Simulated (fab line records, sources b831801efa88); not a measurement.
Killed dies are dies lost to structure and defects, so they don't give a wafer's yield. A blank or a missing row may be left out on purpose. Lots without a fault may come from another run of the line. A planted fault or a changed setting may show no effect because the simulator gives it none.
fab line records | flow sky130 | part 2 of 2: steps 33 to 46 of 46
record lots=5 wafers=15 last_day=50
route steps=708 shown POLY_GATE@218 LDD_N@237 LDD_P@255
lots that met no fault: from a run of the same line without faults
start_h: hours from the record's first day to the start of the lot's first wafer shown | wait_h: hours since the lot's step before | " the same as in the row above | L1.1+2: a row that stands for several wafers | - no value, or no start given | * or withheld: withheld | < > ~ a bound
route shown NAME@n: a module of which the file shows steps, and the number in the route of the first | usual: mean/standard deviation of fault-free wafers | same: alike in all rows | chamber/n: place in a boat | sites: the reading at each site | _std_site: their standard deviation | _edge_site: outer sites' mean less inner sites' | radius_mm: how far each site lies from the wafer's centre | mask NAME#n: copy n | behind: the tool/chamber that last shaped the wafer | hold: why the lot was held/for how many hours/how that ended | device: the transistor (n, p or np) that didn't switch | end of line: the same wafers' tests at the end of the route | a step without rows: its recipe alone | killed: dies lost to structure and defects at the first sort, not the wafer's yield | map: a wafer's dies, x killed, . not, _ none there
set.NAME: the setting as run; set.NAME@STEP: as run at that earlier step | model.NAME: the simulator's own value behind a step, which no gauge read
lots at some steps of the route; a table a step, a row a wafer
services: from which hour (start_h, from the record's first day; less than 0 if before it) a tool's chamber was out of use, for how many hours, and why
## steps
# step SKY_LDD_N_IMPLANT_13
# recipe species=BF2 energy_kev=50 dose_cm2=5e+12 tilt_deg=30 rotation_deg=90
# columns lot.wafer tool chamber start_h wait_h
L080.2+4+5 implanter-03 0 468.97 0.1
L081.1+4+6 implanter-03 0 473.11 0.1
L082.3+4+5 implanter-02 0 485.50 0.1
L090.3+4+5 implanter-01 0 552.34 0.1
L094.2+5+6 implanter-02 0 601.38 0.1
# step SKY_LDD_N_IMPLANT_14
# recipe species=BF2 energy_kev=50 dose_cm2=5e+12 tilt_deg=30 rotation_deg=180
# columns lot.wafer tool chamber start_h wait_h
L080.2+4+5 implanter-03 0 469.12 0.1
L081.1+4+6 implanter-03 0 473.26 0.1
L082.3+4+5 implanter-02 0 485.65 0.1
L090.3+4+5 implanter-01 0 552.49 0.1
L094.2+5+6 implanter-02 0 601.53 0.1
# step SKY_LDD_N_IMPLANT_15
# recipe species=BF2 energy_kev=50 dose_cm2=5e+12 tilt_deg=30 rotation_deg=270
# columns lot.wafer tool chamber start_h wait_h
L080.2+4+5 implanter-03 0 469.27 0.1
L081.1+4+6 implanter-03 0 473.41 0.1
L082.3+4+5 implanter-02 0 485.80 0.1
L090.3+4+5 implanter-01 0 552.64 0.1
L094.2+5+6 implanter-02 0 601.68 0.1
# step SKY_LDD_N_STRIP_16
# recipe chemistry=O2/N2 power_w=1400 pressure_mtorr=1500 platen_temp_c=withheld o2_flow_sccm=3000 n2_flow_sccm=300 overash_fraction=0.5
# usual drypump_motor_current_A=5.6/0.4 oes_product_au=0.407/0.0046 strip_time_to_endpoint_s=4.318/0.016
# same overash_fraction=0.5
# columns lot.wafer tool chamber start_h wait_h drypump_motor_current_A oes_product_au rf_hours_counter_h strip_time_to_endpoint_s
L080.2 plasma_asher-03 0 469.39 0.1 5.5 0.401 68 4.339
L080.4 " 0 " " 5.5 0.411 - 4.331
L080.5 " 0 " " 5.4 0.409 - 4.310
L081.1 plasma_asher-03 1 473.56 0.1 6.0 0.406 69 4.318
L081.4 " 0 " " 5.5 0.406 - 4.317
L081.6 " 1 " " 6.0 0.408 - 4.318
L082.3 plasma_asher-02 0 485.94 0.1 6.0 0.412 - 4.300
L082.4 " 1 " " 4.9 0.405 - 4.306
L082.5 " 1 " " 4.9 0.404 - 4.312
L090.3 plasma_asher-02 1 552.78 0.1 4.9 0.396 - 4.300
L090.4 " 0 " " 6.0 0.402 - 4.280
L090.5 " 1 " " 5.0 0.412 - 4.315
L094.2 plasma_asher-02 1 601.80 0.1 4.9 0.410 47 4.315
L094.5 " 0 " " 6.0 0.411 - 4.330
L094.6 " 1 " " 4.9 0.410 - 4.334
# step SKY_LDD_N_TW_MEAS_17
# usual LDD_N_TW=2608/17
# columns lot.wafer tool chamber start_h wait_h LDD_N_TW
L080.2 film_metro-04 - 469.50 0.1 2590
L080.4 " - " " 2617
L080.5 " - " " 2596
L081.1 film_metro-03 - 473.66 0.1 2633
L081.4 " - " " 2644
L081.6 " - " " 2633
L082.3 film_metro-04 - 486.02 0.1 2606
L082.4 " - " " 2603
L082.5 " - " " 2588
L090.3 film_metro-03 - 552.86 0.1 2618
L090.4 " - " " 2620
L090.5 " - " " 2617
L094.2 film_metro-03 - 601.91 0.1 2590
L094.5 " - " " 2601
L094.6 " - " " 2608
# step SKY_LDD_P_DEHYDRATE_00
# recipe temp_c=200 time_s=60
# columns lot.wafer tool chamber start_h wait_h
L080.2+4+5 litho_track-04 0 484.59 15.1
L081.1+4+6 litho_track-03 0 488.62 15.0
L082.3+4+5 litho_track-03 0 500.82 14.8
L090.3+4+5 litho_track-04 0 567.42 14.5
L094.2+5+6 litho_track-03 0 616.34 14.4
# step SKY_LDD_P_HMDS_01
# recipe prime_time_s=60 prime_temp_c=120
# columns lot.wafer tool chamber start_h wait_h
L080.2+4+5 litho_track-04 0 484.74 0.1
L081.1+4+6 litho_track-03 0 488.77 0.1
L082.3+4+5 litho_track-03 0 500.97 0.1
L090.3+4+5 litho_track-04 0 567.57 0.1
L094.2+5+6 litho_track-03 0 616.49 0.1
# step SKY_LDD_P_COAT_02
# recipe resist=NOVOLAK spin_rpm=3000 resist_thk_nm=1140
# columns lot.wafer tool chamber start_h wait_h
L080.2+4+5 litho_track-04 0 484.89 0.1
L081.1+4+6 litho_track-03 0 488.92 0.1
L082.3+4+5 litho_track-03 0 501.12 0.1
L090.3+4+5 litho_track-04 0 567.72 0.1
L094.2+5+6 litho_track-03 0 616.64 0.1
# step SKY_LDD_P_SOFTBAKE_03
# recipe temp_c=90 time_s=60 resist=NOVOLAK
# columns lot.wafer tool chamber start_h wait_h
L080.2+4+5 litho_track-04 0 485.04 0.1
L081.1+4+6 litho_track-03 0 489.07 0.1
L082.3+4+5 litho_track-03 0 501.27 0.1
L090.3+4+5 litho_track-04 0 567.87 0.1
L094.2+5+6 litho_track-03 0 616.79 0.1
# step SKY_LDD_P_EXPOSE_04
# recipe mask_id=PSDM na=0.6 source_shape=conventional sigma_outer=0.6 polarization=unpolarized target_cd_nm=380 dose_mj=138
# columns lot.wafer tool chamber start_h wait_h mask
L080.2+4+5 iline_stepper-02 0 - - PSDM#0
L081.1+4+6 iline_stepper-02 0 - - PSDM#0
L082.3+4+5 iline_stepper-02 0 - - PSDM#0
L090.3+4+5 iline_stepper-01 0 - - PSDM#0
L094.2+5+6 iline_stepper-02 0 - - PSDM#0
# step SKY_LDD_P_PEB_05
# recipe temp_c=withheld time_s=* resist=NOVOLAK
# columns lot.wafer tool chamber start_h wait_h
L080.2+4+5 litho_track-04 0 - -
L081.1+4+6 litho_track-02 0 - -
L082.3+4+5 litho_track-04 0 - -
L090.3+4+5 litho_track-04 0 - -
L094.2+5+6 litho_track-02 0 - -
# step SKY_LDD_P_DEVELOP_06
# recipe resist=NOVOLAK developer=TMAH develop_time_s=60 dev_temp_c=23
# columns lot.wafer tool chamber start_h wait_h
L080.2+4+5 litho_track-04 0 500.09 0.1
L081.1+4+6 litho_track-02 0 503.98 0.1
L082.3+4+5 litho_track-04 0 516.67 0.1
L090.3+4+5 litho_track-04 0 582.97 0.1
L094.2+5+6 litho_track-02 0 631.16 0.1
# step SKY_LDD_P_CD_MEAS_07
# recipe target_cd_nm=380
# usual cd_nm=379.8/2.6
# columns lot.wafer tool chamber start_h wait_h cd_nm
L080.2 cd_sem-01 - 500.24 0.1 379.9
L080.4 " - " " 378.5
L080.5 " - " " 380.0
L081.1 cd_sem-01 - 504.13 0.1 381.8
L081.4 " - " " 382.3
L081.6 " - " " 381.3
L082.3 cd_sem-02 - 516.81 0.1 375.8
L082.4 " - " " 378.4
L082.5 " - " " 376.4
L090.3 cd_sem-02 - 583.11 0.1 378.3
L090.4 " - " " 378.2
L090.5 " - " " 378.5
L094.2 cd_sem-01 - 631.30 0.1 375.4
L094.5 " - " " 378.1
L094.6 " - " " 377.4
# step SKY_LDD_P_OVL_MEAS_08
# usual LDD_P_OVL=0.3/1.3
# columns lot.wafer tool chamber start_h wait_h LDD_P_OVL[nm]
L080.2 overlay-02 - 500.35 0.1 0.2
L080.4 " - " " 2.0
L080.5 " - " " 0.3
L081.1 overlay-01 - 504.25 0.1 0.4
L081.4 " - " " 1.4
L081.6 " - " " 0.3
L082.3 overlay-02 - 516.90 0.1 -0.2
L082.4 " - " " 2.6
L082.5 " - " " 0.5
L090.3 overlay-01 - 583.20 0.1 2.7
L090.4 " - " " 1.0
L090.5 " - " " 1.8
L094.2 overlay-01 - 631.41 0.1 0.4
L094.5 " - " " -0.6
L094.6 " - " " -0.3
## services
# columns tool chamber start_h hours kind
implanter-02 - 396.61 4.5 pm
krf_scanner-01 - 406.27 1.3 pm
krf_scanner-01 - 407.57 0.8 pm
krf_scanner-01 - 408.32 3.6 pm
rie_diel-01 - 409.39 0.5 repair
plasma_asher-02 - 410.74 14.6 pm
plasma_asher-01 - 421.25 9.0 pm
rie_diel-01 2 431.79 2.5 repair
plasma_asher-02 - 433.39 2.1 repair
plasma_asher-02 - 436.63 2.0 repair
rie_diel-01 3 437.32 3.1 repair
rie_diel-01 - 453.17 0.2 repair
implanter-01 - 464.00 5.0 repair
rie_diel-02 1 493.51 1.4 repair
rie_diel-01 - 515.26 0.2 repair
iline_stepper-02 - 521.77 1.7 pm
plasma_asher-03 - 524.78 6.5 repair
implanter-03 - 539.98 0.7 repair
furnace-02 - 549.03 2.8 pm
implanter-01 - 557.15 2.9 repair
rie_diel-02 2 564.81 5.3 repair
iline_stepper-02 - 578.01 2.5 repair
rie_si-02 1 606.92 7.1 repair
implanter-01 - 610.55 8.4 pm
